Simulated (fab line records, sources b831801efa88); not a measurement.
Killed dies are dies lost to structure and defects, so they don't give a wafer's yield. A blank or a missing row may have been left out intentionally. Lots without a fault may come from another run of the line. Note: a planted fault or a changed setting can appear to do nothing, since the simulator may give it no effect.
Which of the tools did it? :: flow gf180mcu :: Sampling: 14 lots, 42 wafers, 4 of 602 route steps

## WHAT THE GAUGES READ, wafer by wafer
GF_V5_THK_MEAS_03. Usual: V5_CVD_02_THK 1454 nm, standard deviation 19.
lot: L228
measured: day 26 23:14
on: filmMetro-03
V5_CVD_02_THK (nm): 1443 1445 1457
flag: 

lot: L230
measured: day 27 16:00
on: filmMetro-01
V5_CVD_02_THK (nm): 1427 1424 1448
flag: 

lot: L231
measured: day 27 16:19
on: filmMetro-01
V5_CVD_02_THK (nm): 1426 1456 1460
flag: 

lot: L233
measured: day 28 10:16
on: filmMetro-01
V5_CVD_02_THK (nm): 1455 1469 1500
flag: 

lot: L235
measured: day 29 05:11
on: filmMetro-03
V5_CVD_02_THK (nm): 1432 1435 1453
flag: 

lot: L238
measured: day 29 12:27
on: filmMetro-03
V5_CVD_02_THK (nm): 1425 1442 1450
flag: 

lot: L239
measured: day 29 16:49
on: filmMetro-01
V5_CVD_02_THK (nm): 1464 1475 1454
flag: 

lot: L240
measured: day 30 08:41
on: filmMetro-03
V5_CVD_02_THK (nm): 1458 1466 1475
flag: 

lot: L241
measured: day 30 10:38
on: filmMetro-01
V5_CVD_02_THK (nm): 1446 1446 1460
flag: 

lot: L242
measured: day 30 10:55
on: filmMetro-03
V5_CVD_02_THK (nm): 1423 1434 1440
flag: 

lot: L243
measured: day 30 22:24
on: filmMetro-03
V5_CVD_02_THK (nm): 1439 1481 1476
flag: 

lot: L244
measured: day 31 06:14
on: filmMetro-03
V5_CVD_02_THK (nm): 1464 1427 1467
flag: 

lot: L245
measured: day 31 11:14
on: filmMetro-04
V5_CVD_02_THK (nm): 1465 1492 1455
flag: 

lot: L246
measured: day 31 16:01
on: filmMetro-04
V5_CVD_02_THK (nm): 1458 1460 1465
flag: 

GF_V5_THK_MEAS_25: measures by xrf. Usual: V5_W_THK 349 nm, standard deviation 6.
lot: L228
measured: day 27 21:49
on: filmMetro-01
V5_W_THK (nm): 336 342 339
flag: 

lot: L230
measured: day 28 13:15
on: filmMetro-04
V5_W_THK (nm): 349 356 358
flag: 

lot: L231
measured: day 28 13:54
on: filmMetro-03
V5_W_THK (nm): 351 349 354
flag: 

lot: L233
measured: day 29 07:26
on: filmMetro-03
V5_W_THK (nm): 350 347 349
flag: 

lot: L235
measured: day 30 02:08
on: filmMetro-04
V5_W_THK (nm): 355 354 353
flag: 

lot: L238
measured: day 30 09:23
on: filmMetro-01
V5_W_THK (nm): 339 341 344
flag: 

lot: L239
measured: day 30 13:53
on: filmMetro-04
V5_W_THK (nm): 350 348 346
flag: 

lot: L240
measured: day 31 04:07
on: filmMetro-04
V5_W_THK (nm): 350 353 362
flag: 

lot: L241
measured: day 31 06:34
on: filmMetro-04
V5_W_THK (nm): 356 358 351
flag: 

lot: L242
measured: day 31 06:55
on: filmMetro-04
V5_W_THK (nm): 348 349 345
flag: 

lot: L243
measured: day 31 17:43
on: filmMetro-03
V5_W_THK (nm): 346 352 348
flag: 

lot: L244
measured: day 32 01:16
on: filmMetro-03
V5_W_THK (nm): 359 350 354
flag: 

lot: L245
measured: day 32 05:37
on: filmMetro-01
V5_W_THK (nm): 342 340 338
flag: 

lot: L246
measured: day 32 10:22
on: filmMetro-04
V5_W_THK (nm): 346 346 347
flag: 

## TOOL THAT RAN EACH LOT (tool first, then ch and the chambers of the sampled wafers, then the start)
lot: L228
GF_V5_DEVELOP_13: lithoTrack-01 ch 0, day 27 20:08
GF_V5_ETCH_17: rieDiel-02 ch 0,3, day 27 21:49 or earlier

lot: L230
GF_V5_DEVELOP_13: lithoTrack-02 ch 0, day 28 11:50
GF_V5_ETCH_17: rieDiel-01 ch 1,2, day 28 13:15 or earlier

lot: L231
GF_V5_DEVELOP_13: lithoTrack-04 ch 0, day 28 12:32
GF_V5_ETCH_17: rieDiel-02 ch 0,1, day 28 13:54 or earlier

lot: L233
GF_V5_DEVELOP_13: lithoTrack-02 ch 0, day 29 06:01
GF_V5_ETCH_17: rieDiel-02 ch 0,1,3, day 29 07:26 or earlier

lot: L235
GF_V5_DEVELOP_13: lithoTrack-01 ch 0, day 30 00:47
GF_V5_ETCH_17: rieDiel-03 ch 0,2,3, day 30 02:08 or earlier

lot: L238
GF_V5_DEVELOP_13: lithoTrack-02 ch 0, day 30 08:02
GF_V5_ETCH_17: rieDiel-03 ch 2,3, day 30 09:23 or earlier

lot: L239
GF_V5_DEVELOP_13: lithoTrack-04 ch 0, day 30 12:34
GF_V5_ETCH_17: rieDiel-02 ch 0,1,3, day 30 13:53 or earlier

lot: L240
GF_V5_DEVELOP_13: lithoTrack-02 ch 0, day 31 02:47
GF_V5_ETCH_17: rieDiel-03 ch 1,2,3, day 31 04:07 or earlier

lot: L241
GF_V5_DEVELOP_13: lithoTrack-02 ch 0, day 31 05:16
GF_V5_ETCH_17: rieDiel-03 ch 0,2, day 31 06:34 or earlier

lot: L242
GF_V5_DEVELOP_13: lithoTrack-02 ch 0, day 31 05:35
GF_V5_ETCH_17: rieDiel-01 ch 2,3, day 31 06:55 or earlier

lot: L243
GF_V5_DEVELOP_13: lithoTrack-04 ch 0, day 31 16:23
GF_V5_ETCH_17: rieDiel-02 ch 0,1, day 31 17:43 or earlier

lot: L244
GF_V5_DEVELOP_13: lithoTrack-02 ch 0, day 31 23:58
GF_V5_ETCH_17: rieDiel-01 ch 0,1,2, day 32 01:16 or earlier

lot: L245
GF_V5_DEVELOP_13: lithoTrack-01 ch 0, day 32 04:20
GF_V5_ETCH_17: rieDiel-03 ch 0,3, day 32 05:37 or earlier

lot: L246
GF_V5_DEVELOP_13: lithoTrack-04 ch 0, day 32 09:02
GF_V5_ETCH_17: rieDiel-01 ch 1,2,3, day 32 10:22 or earlier
- GF_V5_DEVELOP_13: develop time 60 s.
- GF_V5_ETCH_17: etches SiO2 in C4F8/O2/Ar, stops on TiN, target depth 855 nm.

## AS READ BY THE TOOLS THEMSELVES (means over the sampled wafers that have a number; for cases with no such wafer, the mark the record gives instead)
GF_V5_DEVELOP_13. Usual: developerTempC reads 21.00 C (standard deviation 0.095).
lot: L228
tool: lithoTrack-01
developerTempC (C): 21.00
flag: 

lot: L230
tool: lithoTrack-02
developerTempC (C): 20.96
flag: 

lot: L231
tool: lithoTrack-04
developerTempC (C): 20.93
flag: 

lot: L233
tool: lithoTrack-02
developerTempC (C): 21.11
flag: 

lot: L235
tool: lithoTrack-01
developerTempC (C): 21.11
flag: 

lot: L238
tool: lithoTrack-02
developerTempC (C): 21.06
flag: 

lot: L239
tool: lithoTrack-04
developerTempC (C): 20.92
flag: 

lot: L240
tool: lithoTrack-02
developerTempC (C): 21.01
flag: 

lot: L241
tool: lithoTrack-02
developerTempC (C): 20.89
flag: 

lot: L242
tool: lithoTrack-02
developerTempC (C): 22.01
flag: OFF

lot: L243
tool: lithoTrack-04
developerTempC (C): 20.92
flag: 

lot: L244
tool: lithoTrack-02
developerTempC (C): 21.87
flag: OFF

lot: L245
tool: lithoTrack-01
developerTempC (C): 20.94
flag: 

lot: L246
tool: lithoTrack-04
developerTempC (C): 20.92
flag: 

GF_V5_ETCH_17. Usual: biasW 1199 W, standard deviation 3.4; oesProductAu 0.859 a.u., standard deviation 0.0051.
lot: L228
tool: rieDiel-02
biasW (W): 1199
oesProductAu (a.u.): 0.858
flag: 

lot: L230
tool: rieDiel-01
biasW (W): 1195
oesProductAu (a.u.): 0.858
flag: 

lot: L231
tool: rieDiel-02
biasW (W): 1201
oesProductAu (a.u.): 0.865
flag: 

lot: L233
tool: rieDiel-02
biasW (W): 1201
oesProductAu (a.u.): 0.859
flag: 

lot: L235
tool: rieDiel-03
biasW (W): 1202
oesProductAu (a.u.): 0.866
flag: 

lot: L238
tool: rieDiel-03
biasW (W): 1198
oesProductAu (a.u.): 0.860
flag: 

lot: L239
tool: rieDiel-02
biasW (W): 1205
oesProductAu (a.u.): 0.853
flag: 

lot: L240
tool: rieDiel-03
biasW (W): 1201
oesProductAu (a.u.): 0.861
flag: 

lot: L241
tool: rieDiel-03
biasW (W): 1204
oesProductAu (a.u.): 0.860
flag: 

lot: L242
tool: rieDiel-01
biasW (W): 1200
oesProductAu (a.u.): 0.861
flag: 

lot: L243
tool: rieDiel-02
biasW (W): 1197
oesProductAu (a.u.): 0.852
flag: 

lot: L244
tool: rieDiel-01
biasW (W): 1199
oesProductAu (a.u.): 0.860
flag: 

lot: L245
tool: rieDiel-03
biasW (W): 1200
oesProductAu (a.u.): 0.861
flag: 

lot: L246
tool: rieDiel-01
biasW (W): 1200
oesProductAu (a.u.): 0.858
flag: 

## THE ANSWER, worked out from the rows above alone
Rule: a lot is off if the mean of its wafers that have a number lies more than 3 standard deviations from the usual mean. Also off: a lot with no number at a reading for which 4 or more lots have one. Where the step has rows for the other lots, those lots are counted as sound. Order of review: gauges by route order, followed by the tools' own readings, for which a lot's mean as printed above is used. The first step at which some lot is off is used, and at that step the reading that is off furthest; a lot without a number counts as furthest.
Off: L242, L244 (GF_V5_DEVELOP_13, developerTempC).
If a tool, at that step or one of the process steps before it, ran each lot that is off and ran no sound lot following the first of them, it fits. One fits: lithoTrack-02 at GF_V5_DEVELOP_13. Its last sound lot is L241 (day 31 05:16), its first lot that is off L242 (day 31 05:35): a fault that began between those two fits.
On the lots that are off, the tool's own readings at GF_V5_DEVELOP_13 differ by more than 5 times the standard deviation of the sound lots' means, which bears it out; developerTempC reads 21.94 C there versus 20.98 C on the sound lots.

## WHAT THE SIMULATOR PUT IN
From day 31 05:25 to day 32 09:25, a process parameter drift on lithoTrack-02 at GF_V5_DEVELOP_13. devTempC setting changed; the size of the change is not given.
Shown lots that were struck: L242, L244. The same result came from the rule above.
